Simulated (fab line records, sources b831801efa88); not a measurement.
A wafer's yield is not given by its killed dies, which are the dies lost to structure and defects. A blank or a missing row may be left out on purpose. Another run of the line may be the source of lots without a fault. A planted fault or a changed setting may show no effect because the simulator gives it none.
fab line records / flow sky130
[record] lots = 12 wafers = 36 lastDay = 50
route steps=708 shown RES_XHIGH@360 CONTACT@410 METAL1@453
lots untouched by any fault: they come from a run of this same line in which no faults occurred
startH: hours from the record's first day to the start of the lot's first wafer shown / waitH: hours elapsed since this lot's preceding step / " identical to the entry in the row above / L1.1+2: a single row standing in for several wafers / - no value, or no start given / * or withheld: withheld / < > ~ a bound
route shown NAME@n: a module of which the file shows steps, and the number in the route of the first / usual: the fault-free wafers' mean and standard deviation / same: alike in all rows / chamber/n: place in a boat / sites: each site's reading / _std_site: the standard deviation of these / _edge_site: mean of outer sites minus mean of inner sites / radiusMm: how far each site lies from the wafer's centre / mask NAME#n: copy n / behind: the last tool/chamber to shape the wafer / hold: what put the lot on hold/how long, in hours/how the hold closed / device: whichever transistor did not switch (one of n, p or np) / end of line: the route-end tests of the same wafers / a step with no rows: only its recipe / killed: the dies lost at the first sort to structure and to defects; this is not the yield of the wafer / map: a wafer's dies, x killed, . not, _ none there
set.NAME: the setting the step ran with; set.NAME@STEP: the setting that earlier step ran with / model.NAME: the simulator's own value behind a step, which no gauge read
one table for each step of the route and one row for each wafer, over a sample of lots
services: when a tool's chamber went out of use (startH, in hours from the record's first day, below 0 if earlier), for how many hours, and the reason
[[steps]]
[step SKY_SD_N_RS_MEAS_18]
[recipe] thkMeasGauge = four-point-probe
[usual] RES_XHIGH_RS = 333.7/1.3
lot.wafer=L560.1 tool=filmMetro-02 chamber=- startH=650.23 waitH=0.1 RES_XHIGH_RS[ohm/sq]=333.8
lot.wafer=L560.2 tool=filmMetro-02 chamber=- startH=650.23 waitH=0.1 RES_XHIGH_RS[ohm/sq]=333.5
lot.wafer=L560.4 tool=filmMetro-02 chamber=- startH=650.23 waitH=0.1 RES_XHIGH_RS[ohm/sq]=333.7
lot.wafer=L561.2 tool=filmMetro-01 chamber=- startH=662.39 waitH=0.1 RES_XHIGH_RS[ohm/sq]=335.8
lot.wafer=L561.4 tool=filmMetro-01 chamber=- startH=662.39 waitH=0.1 RES_XHIGH_RS[ohm/sq]=334.3
lot.wafer=L561.6 tool=filmMetro-01 chamber=- startH=662.39 waitH=0.1 RES_XHIGH_RS[ohm/sq]=335.5
lot.wafer=L562.1 tool=filmMetro-02 chamber=- startH=671.42 waitH=0.1 RES_XHIGH_RS[ohm/sq]=333.1
lot.wafer=L562.4 tool=filmMetro-02 chamber=- startH=671.42 waitH=0.1 RES_XHIGH_RS[ohm/sq]=334.0
lot.wafer=L562.6 tool=filmMetro-02 chamber=- startH=671.42 waitH=0.1 RES_XHIGH_RS[ohm/sq]=333.9
lot.wafer=L564.1 tool=filmMetro-04 chamber=- startH=696.82 waitH=0.1 RES_XHIGH_RS[ohm/sq]=333.5
lot.wafer=L564.2 tool=filmMetro-04 chamber=- startH=696.82 waitH=0.1 RES_XHIGH_RS[ohm/sq]=335.9
lot.wafer=L564.6 tool=filmMetro-04 chamber=- startH=696.82 waitH=0.1 RES_XHIGH_RS[ohm/sq]=333.9
lot.wafer=L567.1 tool=filmMetro-02 chamber=- startH=718.53 waitH=0.1 RES_XHIGH_RS[ohm/sq]=332.8
lot.wafer=L567.2 tool=filmMetro-02 chamber=- startH=718.53 waitH=0.1 RES_XHIGH_RS[ohm/sq]=333.0
lot.wafer=L567.6 tool=filmMetro-02 chamber=- startH=718.53 waitH=0.1 RES_XHIGH_RS[ohm/sq]=332.0
lot.wafer=L570.1 tool=filmMetro-01 chamber=- startH=742.17 waitH=0.1 RES_XHIGH_RS[ohm/sq]=332.9
lot.wafer=L570.3 tool=filmMetro-01 chamber=- startH=742.17 waitH=0.1 RES_XHIGH_RS[ohm/sq]=332.6
lot.wafer=L570.5 tool=filmMetro-01 chamber=- startH=742.17 waitH=0.1 RES_XHIGH_RS[ohm/sq]=332.8
lot.wafer=L571.1 tool=filmMetro-04 chamber=- startH=747.42 waitH=0.1 RES_XHIGH_RS[ohm/sq]=333.8
lot.wafer=L571.3 tool=filmMetro-04 chamber=- startH=747.42 waitH=0.1 RES_XHIGH_RS[ohm/sq]=332.9
lot.wafer=L571.4 tool=filmMetro-04 chamber=- startH=747.42 waitH=0.1 RES_XHIGH_RS[ohm/sq]=331.8
lot.wafer=L572.3 tool=filmMetro-04 chamber=- startH=756.17 waitH=0.1 RES_XHIGH_RS[ohm/sq]=332.7
lot.wafer=L572.4 tool=filmMetro-04 chamber=- startH=756.17 waitH=0.1 RES_XHIGH_RS[ohm/sq]=333.5
lot.wafer=L572.6 tool=filmMetro-04 chamber=- startH=756.17 waitH=0.1 RES_XHIGH_RS[ohm/sq]=333.8
lot.wafer=L576.1 tool=filmMetro-02 chamber=- startH=785.88 waitH=0.1 RES_XHIGH_RS[ohm/sq]=334.9
lot.wafer=L576.5 tool=filmMetro-02 chamber=- startH=785.88 waitH=0.1 RES_XHIGH_RS[ohm/sq]=334.9
lot.wafer=L576.6 tool=filmMetro-02 chamber=- startH=785.88 waitH=0.1 RES_XHIGH_RS[ohm/sq]=333.4
lot.wafer=L580.1 tool=filmMetro-01 chamber=- startH=816.52 waitH=0.1 RES_XHIGH_RS[ohm/sq]=331.5
lot.wafer=L580.4 tool=filmMetro-01 chamber=- startH=816.52 waitH=0.1 RES_XHIGH_RS[ohm/sq]=333.1
lot.wafer=L580.5 tool=filmMetro-01 chamber=- startH=816.52 waitH=0.1 RES_XHIGH_RS[ohm/sq]=332.9
lot.wafer=L581.1 tool=filmMetro-04 chamber=- startH=822.87 waitH=0.1 RES_XHIGH_RS[ohm/sq]=335.1
lot.wafer=L581.2 tool=filmMetro-04 chamber=- startH=822.87 waitH=0.1 RES_XHIGH_RS[ohm/sq]=335.3
lot.wafer=L581.3 tool=filmMetro-04 chamber=- startH=822.87 waitH=0.1 RES_XHIGH_RS[ohm/sq]=335.3
lot.wafer=L582.2 tool=filmMetro-04 chamber=- startH=829.85 waitH=0.1 RES_XHIGH_RS[ohm/sq]=334.8
lot.wafer=L582.4 tool=filmMetro-04 chamber=- startH=829.85 waitH=0.1 RES_XHIGH_RS[ohm/sq]=335.7
lot.wafer=L582.6 tool=filmMetro-04 chamber=- startH=829.85 waitH=0.1 RES_XHIGH_RS[ohm/sq]=334.0
[step SKY_CONTACT_CMP_04]
[recipe] material = SiO2 downForcePsi = 4 platenRpm = 60 padVelocityMS = 0.94248
[usual] edgeZonePressureFrac = 1.000/0.0048 motorCurrentA = 12.1/1 retainingRingPressureFrac = 1.001/0.0053 timeToEndpointS = 81/4.5
lot.wafer=L560.4 tool=cmp-01 chamber=1 startH=710.21 waitH=0.1 edgeZonePressureFrac=1.005 motorCurrentA=14.0 retainingRingPressureFrac=1.011 timeToEndpointS=76
lot.wafer=L560.2 tool=cmp-01 chamber=2 startH=710.21 waitH=0.1 edgeZonePressureFrac=0.991 motorCurrentA=12.6 retainingRingPressureFrac=1.010 timeToEndpointS=83
lot.wafer=L560.1 tool=cmp-01 chamber=3 startH=710.21 waitH=0.1 edgeZonePressureFrac=1.000 motorCurrentA=12.4 retainingRingPressureFrac=0.995 timeToEndpointS=81
lot.wafer=L561.2 tool=cmp-01 chamber=2 startH=721.96 waitH=0.1 edgeZonePressureFrac=0.992 motorCurrentA=13.1 retainingRingPressureFrac=1.001 timeToEndpointS=79
lot.wafer=L561.4 tool=cmp-01 chamber=0 startH=721.96 waitH=0.1 edgeZonePressureFrac=1.001 motorCurrentA=12.8 retainingRingPressureFrac=1.003 timeToEndpointS=85
lot.wafer=L561.6 tool=cmp-01 chamber=2 startH=721.96 waitH=0.1 edgeZonePressureFrac=1.001 motorCurrentA=13.1 retainingRingPressureFrac=1.002 timeToEndpointS=81
lot.wafer=L562.4 tool=cmp-01 chamber=1 startH=730.75 waitH=0.1 edgeZonePressureFrac=0.993 motorCurrentA=13.6 retainingRingPressureFrac=1.003 timeToEndpointS=79
lot.wafer=L562.1 tool=cmp-01 chamber=3 startH=730.75 waitH=0.1 edgeZonePressureFrac=1.005 motorCurrentA=13.3 retainingRingPressureFrac=0.992 timeToEndpointS=79
lot.wafer=L562.6 tool=cmp-01 chamber=1 startH=730.75 waitH=0.1 edgeZonePressureFrac=0.997 motorCurrentA=13.0 retainingRingPressureFrac=1.004 timeToEndpointS=79
lot.wafer=L564.2 tool=cmp-02 chamber=1 startH=755.91 waitH=0.1 edgeZonePressureFrac=1.003 motorCurrentA=11.5 retainingRingPressureFrac=0.994 timeToEndpointS=79
lot.wafer=L564.1 tool=cmp-02 chamber=2 startH=755.91 waitH=0.1 edgeZonePressureFrac=0.996 motorCurrentA=10.6 retainingRingPressureFrac=1.005 timeToEndpointS=84
lot.wafer=L564.6 tool=cmp-02 chamber=1 startH=755.91 waitH=0.1 edgeZonePressureFrac=1.003 motorCurrentA=11.7 retainingRingPressureFrac=0.998 timeToEndpointS=83
lot.wafer=L567.2 tool=cmp-02 chamber=1 startH=776.18 waitH=0.0 edgeZonePressureFrac=0.998 motorCurrentA=11.6 retainingRingPressureFrac=1.010 timeToEndpointS=88
lot.wafer=L567.1 tool=cmp-02 chamber=3 startH=776.18 waitH=0.0 edgeZonePressureFrac=0.993 motorCurrentA=11.5 retainingRingPressureFrac=0.996 timeToEndpointS=85
lot.wafer=L567.6 tool=cmp-02 chamber=1 startH=776.18 waitH=0.0 edgeZonePressureFrac=1.004 motorCurrentA=11.6 retainingRingPressureFrac=0.994 timeToEndpointS=86
lot.wafer=L570.1 tool=cmp-01 chamber=2 startH=799.96 waitH=0.1 edgeZonePressureFrac=1.001 motorCurrentA=13.0 retainingRingPressureFrac=0.999 timeToEndpointS=78
lot.wafer=L570.3 tool=cmp-01 chamber=0 startH=799.96 waitH=0.1 edgeZonePressureFrac=0.999 motorCurrentA=12.2 retainingRingPressureFrac=0.991 timeToEndpointS=75
lot.wafer=L570.5 tool=cmp-01 chamber=2 startH=799.96 waitH=0.1 edgeZonePressureFrac=0.999 motorCurrentA=13.8 retainingRingPressureFrac=0.999 timeToEndpointS=77
lot.wafer=L571.4 tool=cmp-02 chamber=2 startH=804.35 waitH=0.0 edgeZonePressureFrac=1.000 motorCurrentA=11.4 retainingRingPressureFrac=1.002 timeToEndpointS=85
lot.wafer=L571.3 tool=cmp-02 chamber=3 startH=804.35 waitH=0.0 edgeZonePressureFrac=1.001 motorCurrentA=11.6 retainingRingPressureFrac=0.997 timeToEndpointS=84
lot.wafer=L571.1 tool=cmp-02 chamber=0 startH=804.35 waitH=0.0 edgeZonePressureFrac=1.007 motorCurrentA=11.1 retainingRingPressureFrac=0.998 timeToEndpointS=86
lot.wafer=L572.4 tool=cmp-02 chamber=1 startH=812.61 waitH=0.1 edgeZonePressureFrac=0.998 motorCurrentA=11.6 retainingRingPressureFrac=0.993 timeToEndpointS=80
lot.wafer=L572.3 tool=cmp-02 chamber=2 startH=812.61 waitH=0.1 edgeZonePressureFrac=1.001 motorCurrentA=10.9 retainingRingPressureFrac=1.007 timeToEndpointS=78
lot.wafer=L572.6 tool=cmp-02 chamber=1 startH=812.61 waitH=0.1 edgeZonePressureFrac=1.000 motorCurrentA=11.1 retainingRingPressureFrac=0.999 timeToEndpointS=81
lot.wafer=L576.1 tool=cmp-02 chamber=1 startH=841.54 waitH=0.2 edgeZonePressureFrac=1.003 motorCurrentA=11.2 retainingRingPressureFrac=1.000 timeToEndpointS=80
lot.wafer=L576.5 tool=cmp-02 chamber=2 startH=841.54 waitH=0.2 edgeZonePressureFrac=0.994 motorCurrentA=11.2 retainingRingPressureFrac=1.003 timeToEndpointS=85
lot.wafer=L576.6 tool=cmp-02 chamber=3 startH=841.54 waitH=0.2 edgeZonePressureFrac=1.002 motorCurrentA=12.1 retainingRingPressureFrac=1.007 timeToEndpointS=84
lot.wafer=L580.1 tool=cmp-02 chamber=2 startH=871.54 waitH=0.2 edgeZonePressureFrac=0.997 motorCurrentA=10.7 retainingRingPressureFrac=1.009 timeToEndpointS=79
lot.wafer=L580.4 tool=cmp-02 chamber=1 startH=871.54 waitH=0.2 edgeZonePressureFrac=1.001 motorCurrentA=12.2 retainingRingPressureFrac=0.996 timeToEndpointS=76
lot.wafer=L580.5 tool=cmp-02 chamber=3 startH=871.54 waitH=0.2 edgeZonePressureFrac=1.008 motorCurrentA=11.5 retainingRingPressureFrac=1.001 timeToEndpointS=83
lot.wafer=L581.1 tool=cmp-01 chamber=3 startH=878.88 waitH=0.1 edgeZonePressureFrac=1.005 motorCurrentA=13.6 retainingRingPressureFrac=1.000 timeToEndpointS=77
lot.wafer=L581.3 tool=cmp-01 chamber=1 startH=878.88 waitH=0.1 edgeZonePressureFrac=0.995 motorCurrentA=13.7 retainingRingPressureFrac=0.994 timeToEndpointS=75
lot.wafer=L581.2 tool=cmp-01 chamber=2 startH=878.88 waitH=0.1 edgeZonePressureFrac=0.999 motorCurrentA=13.1 retainingRingPressureFrac=0.996 timeToEndpointS=76
lot.wafer=L582.4 tool=cmp-01 chamber=2 startH=884.72 waitH=0.0 edgeZonePressureFrac=0.998 motorCurrentA=13.5 retainingRingPressureFrac=0.999 timeToEndpointS=78
lot.wafer=L582.2 tool=cmp-01 chamber=1 startH=884.72 waitH=0.0 edgeZonePressureFrac=1.005 motorCurrentA=13.9 retainingRingPressureFrac=0.999 timeToEndpointS=73
lot.wafer=L582.6 tool=cmp-01 chamber=3 startH=884.72 waitH=0.0 edgeZonePressureFrac=1.006 motorCurrentA=13.1 retainingRingPressureFrac=0.998 timeToEndpointS=80
[step SKY_CONTACT_RS_MEAS_25]
[recipe] thkMeasGauge = four-point-probe reads = W_of_CONTACT_CVD_24+TiN_of_CONTACT_SPUTTER_23
[usual] CONTACT_W_RS = 0.335/0.0043
lot.wafer=L560.1 tool=filmMetro-03 chamber=- startH=739.77 waitH=0.1 CONTACT_W_RS[ohm/sq]=0.343
lot.wafer=L560.2 tool=filmMetro-03 chamber=- startH=739.77 waitH=0.1 CONTACT_W_RS[ohm/sq]=0.340
lot.wafer=L560.4 tool=filmMetro-03 chamber=- startH=739.77 waitH=0.1 CONTACT_W_RS[ohm/sq]=0.337
lot.wafer=L561.2 tool=filmMetro-02 chamber=- startH=750.70 waitH=0.1 CONTACT_W_RS[ohm/sq]=0.330
lot.wafer=L561.4 tool=filmMetro-02 chamber=- startH=750.70 waitH=0.1 CONTACT_W_RS[ohm/sq]=0.336
lot.wafer=L561.6 tool=filmMetro-02 chamber=- startH=750.70 waitH=0.1 CONTACT_W_RS[ohm/sq]=0.332
lot.wafer=L562.1 tool=filmMetro-03 chamber=- startH=759.64 waitH=0.1 CONTACT_W_RS[ohm/sq]=0.335
lot.wafer=L562.4 tool=filmMetro-03 chamber=- startH=759.64 waitH=0.1 CONTACT_W_RS[ohm/sq]=0.330
lot.wafer=L562.6 tool=filmMetro-03 chamber=- startH=759.64 waitH=0.1 CONTACT_W_RS[ohm/sq]=0.334
lot.wafer=L564.1 tool=filmMetro-04 chamber=- startH=784.18 waitH=0.1 CONTACT_W_RS[ohm/sq]=0.342
lot.wafer=L564.2 tool=filmMetro-04 chamber=- startH=784.18 waitH=0.1 CONTACT_W_RS[ohm/sq]=0.343
lot.wafer=L564.6 tool=filmMetro-04 chamber=- startH=784.18 waitH=0.1 CONTACT_W_RS[ohm/sq]=0.337
lot.wafer=L567.1 tool=filmMetro-03 chamber=- startH=803.57 waitH=0.1 CONTACT_W_RS[ohm/sq]=0.334
lot.wafer=L567.2 tool=filmMetro-03 chamber=- startH=803.57 waitH=0.1 CONTACT_W_RS[ohm/sq]=0.343
lot.wafer=L567.6 tool=filmMetro-03 chamber=- startH=803.57 waitH=0.1 CONTACT_W_RS[ohm/sq]=0.334
lot.wafer=L570.1 tool=filmMetro-03 chamber=- startH=827.99 waitH=0.2 CONTACT_W_RS[ohm/sq]=0.334
lot.wafer=L570.3 tool=filmMetro-03 chamber=- startH=827.99 waitH=0.2 CONTACT_W_RS[ohm/sq]=0.337
lot.wafer=L570.5 tool=filmMetro-03 chamber=- startH=827.99 waitH=0.2 CONTACT_W_RS[ohm/sq]=0.339
lot.wafer=L571.1 tool=filmMetro-04 chamber=- startH=833.01 waitH=0.1 CONTACT_W_RS[ohm/sq]=0.337
lot.wafer=L571.3 tool=filmMetro-04 chamber=- startH=833.01 waitH=0.1 CONTACT_W_RS[ohm/sq]=0.334
lot.wafer=L571.4 tool=filmMetro-04 chamber=- startH=833.01 waitH=0.1 CONTACT_W_RS[ohm/sq]=0.336
lot.wafer=L572.3 tool=filmMetro-02 chamber=- startH=840.58 waitH=0.1 CONTACT_W_RS[ohm/sq]=0.327
lot.wafer=L572.4 tool=filmMetro-02 chamber=- startH=840.58 waitH=0.1 CONTACT_W_RS[ohm/sq]=0.335
lot.wafer=L572.6 tool=filmMetro-02 chamber=- startH=840.58 waitH=0.1 CONTACT_W_RS[ohm/sq]=0.335
lot.wafer=L576.1 tool=filmMetro-04 chamber=- startH=868.83 waitH=0.1 CONTACT_W_RS[ohm/sq]=0.329
lot.wafer=L576.5 tool=filmMetro-04 chamber=- startH=868.83 waitH=0.1 CONTACT_W_RS[ohm/sq]=0.332
lot.wafer=L576.6 tool=filmMetro-04 chamber=- startH=868.83 waitH=0.1 CONTACT_W_RS[ohm/sq]=0.337
lot.wafer=L580.1 tool=filmMetro-04 chamber=- startH=898.55 waitH=0.1 CONTACT_W_RS[ohm/sq]=0.328
lot.wafer=L580.4 tool=filmMetro-04 chamber=- startH=898.55 waitH=0.1 CONTACT_W_RS[ohm/sq]=0.330
lot.wafer=L580.5 tool=filmMetro-04 chamber=- startH=898.55 waitH=0.1 CONTACT_W_RS[ohm/sq]=0.331
lot.wafer=L581.1 tool=filmMetro-03 chamber=- startH=906.12 waitH=0.1 CONTACT_W_RS[ohm/sq]=0.336
lot.wafer=L581.2 tool=filmMetro-03 chamber=- startH=906.12 waitH=0.1 CONTACT_W_RS[ohm/sq]=0.329
lot.wafer=L581.3 tool=filmMetro-03 chamber=- startH=906.12 waitH=0.1 CONTACT_W_RS[ohm/sq]=0.332
lot.wafer=L582.2 tool=filmMetro-02 chamber=- startH=911.52 waitH=0.1 CONTACT_W_RS[ohm/sq]=0.334
lot.wafer=L582.4 tool=filmMetro-02 chamber=- startH=911.52 waitH=0.1 CONTACT_W_RS[ohm/sq]=0.334
lot.wafer=L582.6 tool=filmMetro-02 chamber=- startH=911.52 waitH=0.1 CONTACT_W_RS[ohm/sq]=0.333
[step SKY_METAL1_METAL_ETCH_19]
[recipe] targetDepthA = 3600 stopOn = SiO2 overEtchFrac = 0.3 timeS = 78 chemistry = Cl2/BCl3 resistSidewallDeg = 88 pressureMtorr = 10 icpW = 900 biasW = 48.5 Cl2_flow_sccm = 60 bcl3FlowSccm = 30
[usual] drypumpMotorCurrentA = 5.6/0.54 oesProductAu = 0.855/0.0066 overEtchFrac = 0.3/0 throttleValvePct = 22.265/0.0087
lot.wafer=L560.1 tool=rieMetal-04 chamber=1 startH=768.03 waitH=0.1 drypumpMotorCurrentA=5.8 oesProductAu=0.847 overEtchFrac=0.3 rfHoursCounterH=5 throttleValvePct=22.268
lot.wafer=L560.2 tool=rieMetal-04 chamber=0 startH=768.03 waitH=0.1 drypumpMotorCurrentA=5.9 oesProductAu=0.854 overEtchFrac=0.3 rfHoursCounterH=14 throttleValvePct=22.256
lot.wafer=L560.4 tool=rieMetal-04 chamber=0 startH=768.03 waitH=0.1 drypumpMotorCurrentA=6.0 oesProductAu=0.849 overEtchFrac=0.3 rfHoursCounterH=- throttleValvePct=22.262
lot.wafer=L561.2 tool=rieMetal-04 chamber=0 startH=779.04 waitH=0.0 drypumpMotorCurrentA=5.9 oesProductAu=0.854 overEtchFrac=0.3 rfHoursCounterH=14 throttleValvePct=22.261
lot.wafer=L561.4 tool=rieMetal-04 chamber=0 startH=779.04 waitH=0.0 drypumpMotorCurrentA=5.9 oesProductAu=0.854 overEtchFrac=0.3 rfHoursCounterH=- throttleValvePct=22.251
lot.wafer=L561.6 tool=rieMetal-04 chamber=0 startH=779.04 waitH=0.0 drypumpMotorCurrentA=5.9 oesProductAu=0.843 overEtchFrac=0.3 rfHoursCounterH=- throttleValvePct=22.259
lot.wafer=L562.1 tool=rieMetal-03 chamber=1 startH=787.64 waitH=0.0 drypumpMotorCurrentA=4.8 oesProductAu=0.868 overEtchFrac=0.3 rfHoursCounterH=14 throttleValvePct=22.249
lot.wafer=L562.4 tool=rieMetal-03 chamber=1 startH=787.64 waitH=0.0 drypumpMotorCurrentA=4.8 oesProductAu=0.855 overEtchFrac=0.3 rfHoursCounterH=- throttleValvePct=22.251
lot.wafer=L562.6 tool=rieMetal-03 chamber=1 startH=787.64 waitH=0.0 drypumpMotorCurrentA=4.8 oesProductAu=0.868 overEtchFrac=0.3 rfHoursCounterH=- throttleValvePct=22.281
lot.wafer=L564.1 tool=rieMetal-01 chamber=1 startH=811.30 waitH=0.0 drypumpMotorCurrentA=4.7 oesProductAu=0.856 overEtchFrac=0.3 rfHoursCounterH=14 throttleValvePct=22.251
lot.wafer=L564.2 tool=rieMetal-01 chamber=0 startH=811.30 waitH=0.0 drypumpMotorCurrentA=6.2 oesProductAu=0.851 overEtchFrac=0.3 rfHoursCounterH=4 throttleValvePct=22.255
lot.wafer=L564.6 tool=rieMetal-01 chamber=1 startH=811.30 waitH=0.0 drypumpMotorCurrentA=4.7 oesProductAu=0.862 overEtchFrac=0.3 rfHoursCounterH=- throttleValvePct=22.267
lot.wafer=L567.1 tool=rieMetal-03 chamber=0 startH=830.34 waitH=0.0 drypumpMotorCurrentA=5.9 oesProductAu=0.855 overEtchFrac=0.3 rfHoursCounterH=5 throttleValvePct=22.281
lot.wafer=L567.2 tool=rieMetal-03 chamber=1 startH=830.34 waitH=0.0 drypumpMotorCurrentA=4.8 oesProductAu=0.853 overEtchFrac=0.3 rfHoursCounterH=15 throttleValvePct=22.271
lot.wafer=L567.6 tool=rieMetal-03 chamber=0 startH=830.34 waitH=0.0 drypumpMotorCurrentA=5.9 oesProductAu=0.846 overEtchFrac=0.3 rfHoursCounterH=- throttleValvePct=22.254
lot.wafer=L570.1 tool=rieMetal-03 chamber=0 startH=854.99 waitH=0.1 drypumpMotorCurrentA=5.9 oesProductAu=0.830 overEtchFrac=0.33283 rfHoursCounterH=6 throttleValvePct=22.256
lot.wafer=L570.3 tool=rieMetal-03 chamber=0 startH=854.99 waitH=0.1 drypumpMotorCurrentA=5.9 oesProductAu=0.834 overEtchFrac=0.33283 rfHoursCounterH=- throttleValvePct=22.252
lot.wafer=L570.5 tool=rieMetal-03 chamber=0 startH=854.99 waitH=0.1 drypumpMotorCurrentA=5.9 oesProductAu=0.845 overEtchFrac=0.33283 rfHoursCounterH=- throttleValvePct=22.283
lot.wafer=L571.1 tool=rieMetal-01 chamber=0 startH=860.35 waitH=0.0 drypumpMotorCurrentA=6.2 oesProductAu=0.861 overEtchFrac=0.3 rfHoursCounterH=6 throttleValvePct=22.263
lot.wafer=L571.3 tool=rieMetal-01 chamber=0 startH=860.35 waitH=0.0 drypumpMotorCurrentA=6.2 oesProductAu=0.853 overEtchFrac=0.3 rfHoursCounterH=- throttleValvePct=22.273
lot.wafer=L571.4 tool=rieMetal-01 chamber=1 startH=860.35 waitH=0.0 drypumpMotorCurrentA=4.7 oesProductAu=0.860 overEtchFrac=0.3 rfHoursCounterH=- throttleValvePct=22.274
lot.wafer=L572.3 tool=rieMetal-03 chamber=0 startH=867.80 waitH=0.1 drypumpMotorCurrentA=5.9 oesProductAu=0.842 overEtchFrac=0.33283 rfHoursCounterH=- throttleValvePct=22.255
lot.wafer=L572.4 tool=rieMetal-03 chamber=0 startH=867.80 waitH=0.1 drypumpMotorCurrentA=5.9 oesProductAu=0.860 overEtchFrac=0.33283 rfHoursCounterH=- throttleValvePct=22.264
lot.wafer=L572.6 tool=rieMetal-03 chamber=0 startH=867.80 waitH=0.1 drypumpMotorCurrentA=5.9 oesProductAu=0.846 overEtchFrac=0.33283 rfHoursCounterH=- throttleValvePct=22.264
lot.wafer=L576.1 tool=rieMetal-04 chamber=1 startH=895.68 waitH=0.1 drypumpMotorCurrentA=5.8 oesProductAu=0.850 overEtchFrac=0.3 rfHoursCounterH=10 throttleValvePct=22.265
lot.wafer=L576.5 tool=rieMetal-04 chamber=1 startH=895.68 waitH=0.1 drypumpMotorCurrentA=5.8 oesProductAu=0.844 overEtchFrac=0.3 rfHoursCounterH=- throttleValvePct=22.276
lot.wafer=L576.6 tool=rieMetal-04 chamber=0 startH=895.68 waitH=0.1 drypumpMotorCurrentA=6.0 oesProductAu=0.845 overEtchFrac=0.3 rfHoursCounterH=- throttleValvePct=22.274
lot.wafer=L580.1 tool=rieMetal-04 chamber=0 startH=924.15 waitH=0.0 drypumpMotorCurrentA=5.9 oesProductAu=0.858 overEtchFrac=0.3 rfHoursCounterH=4 throttleValvePct=22.264
lot.wafer=L580.4 tool=rieMetal-04 chamber=1 startH=924.15 waitH=0.0 drypumpMotorCurrentA=5.8 oesProductAu=0.851 overEtchFrac=0.3 rfHoursCounterH=- throttleValvePct=22.262
lot.wafer=L580.5 tool=rieMetal-04 chamber=1 startH=924.15 waitH=0.0 drypumpMotorCurrentA=5.8 oesProductAu=0.852 overEtchFrac=0.3 rfHoursCounterH=- throttleValvePct=22.267
lot.wafer=L581.1 tool=rieMetal-03 chamber=1 startH=931.95 waitH=0.0 drypumpMotorCurrentA=4.8 oesProductAu=0.858 overEtchFrac=0.3 rfHoursCounterH=2 throttleValvePct=22.257
lot.wafer=L581.2 tool=rieMetal-03 chamber=0 startH=931.95 waitH=0.0 drypumpMotorCurrentA=5.9 oesProductAu=0.847 overEtchFrac=0.3 rfHoursCounterH=10 throttleValvePct=22.255
lot.wafer=L581.3 tool=rieMetal-03 chamber=1 startH=931.95 waitH=0.0 drypumpMotorCurrentA=4.8 oesProductAu=0.843 overEtchFrac=0.3 rfHoursCounterH=- throttleValvePct=22.264
lot.wafer=L582.2 tool=rieMetal-03 chamber=0 startH=936.70 waitH=0.0 drypumpMotorCurrentA=5.9 oesProductAu=0.854 overEtchFrac=0.3 rfHoursCounterH=11 throttleValvePct=22.271
lot.wafer=L582.4 tool=rieMetal-03 chamber=1 startH=936.70 waitH=0.0 drypumpMotorCurrentA=4.8 oesProductAu=0.868 overEtchFrac=0.3 rfHoursCounterH=- throttleValvePct=22.269
lot.wafer=L582.6 tool=rieMetal-03 chamber=1 startH=936.70 waitH=0.0 drypumpMotorCurrentA=4.8 oesProductAu=0.859 overEtchFrac=0.3 rfHoursCounterH=- throttleValvePct=22.259
[[services]]
tool=rieMetal-04 chamber=- startH=697.95 hours=1.4 kind=pm
tool=cmp-01 chamber=- startH=727.88 hours=1.6 kind=repair
tool=rieMetal-03 chamber=- startH=738.31 hours=1.4 kind=pm
tool=cmp-02 chamber=- startH=744.00 hours=4.0 kind=pm
tool=cmp-02 chamber=- startH=748.00 hours=- kind=consumableReplace:conditioner
tool=cmp-02 chamber=- startH=748.00 hours=- kind=consumableReplace:pad
tool=cmp-02 chamber=- startH=781.12 hours=2.5 kind=repair
tool=cmp-02 chamber=- startH=791.38 hours=7.0 kind=pm
tool=cmp-01 chamber=- startH=807.81 hours=5.0 kind=pm
tool=cmp-01 chamber=- startH=813.17 hours=1.7 kind=repair
tool=rieMetal-04 chamber=0 startH=813.80 hours=- kind=clean
tool=rieMetal-04 chamber=- startH=829.13 hours=0.5 kind=repair
tool=cmp-02 chamber=- startH=829.14 hours=5.0 kind=repair
tool=rieMetal-03 chamber=1 startH=853.65 hours=- kind=clean
tool=rieMetal-03 chamber=1 startH=853.65 hours=23.1 kind=scheduledDown
tool=rieMetal-03 chamber=1 startH=853.65 hours=23.1 kind=ventCycle
tool=cmp-02 chamber=- startH=864.64 hours=1.4 kind=repair
tool=cmp-01 chamber=- startH=871.36 hours=5.0 kind=pm
tool=cmp-02 chamber=- startH=895.44 hours=0.3 kind=repair
tool=cmp-02 chamber=- startH=902.34 hours=2.1 kind=repair
tool=cmp-01 chamber=- startH=912.00 hours=4.0 kind=pm
tool=cmp-01 chamber=- startH=916.00 hours=- kind=consumableReplace:conditioner
tool=cmp-01 chamber=- startH=916.00 hours=- kind=consumableReplace:pad
tool=cmp-01 chamber=- startH=930.56 hours=11.6 kind=repair
[[key]]
[firstSign] step = SKY_METAL1_METAL_ETCH_19 reading = overEtchFrac direction = up sigmas = 99+ usual = 0.3 struck = 0.33283
[effect] step = SKY_METAL1_METAL_ETCH_19 reading = oesProductAu direction = down sigmas = 1.9 usual = 0.855 struck = 0.843
metAt SKY_METAL1_METAL_ETCH_19
struckLots L570,L572
struckWafers L570.1,L570.3,L570.5,L572.3,L572.4,L572.6
notActingAt SKY_SD_N_RS_MEAS_18,SKY_CONTACT_CMP_04,SKY_CONTACT_RS_MEAS_25
onsetBetween 830.34 854.99
[fault] kind = processParameterDrift tool = rieMetal-03 chamber = 0 onsetH = 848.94 steps = SKY_METAL1_METAL_ETCH_19 channel = overEtchFrac offset = 0.032833 shape = step endH = 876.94 actsIn = theseRecipesOnly stated = 0.3
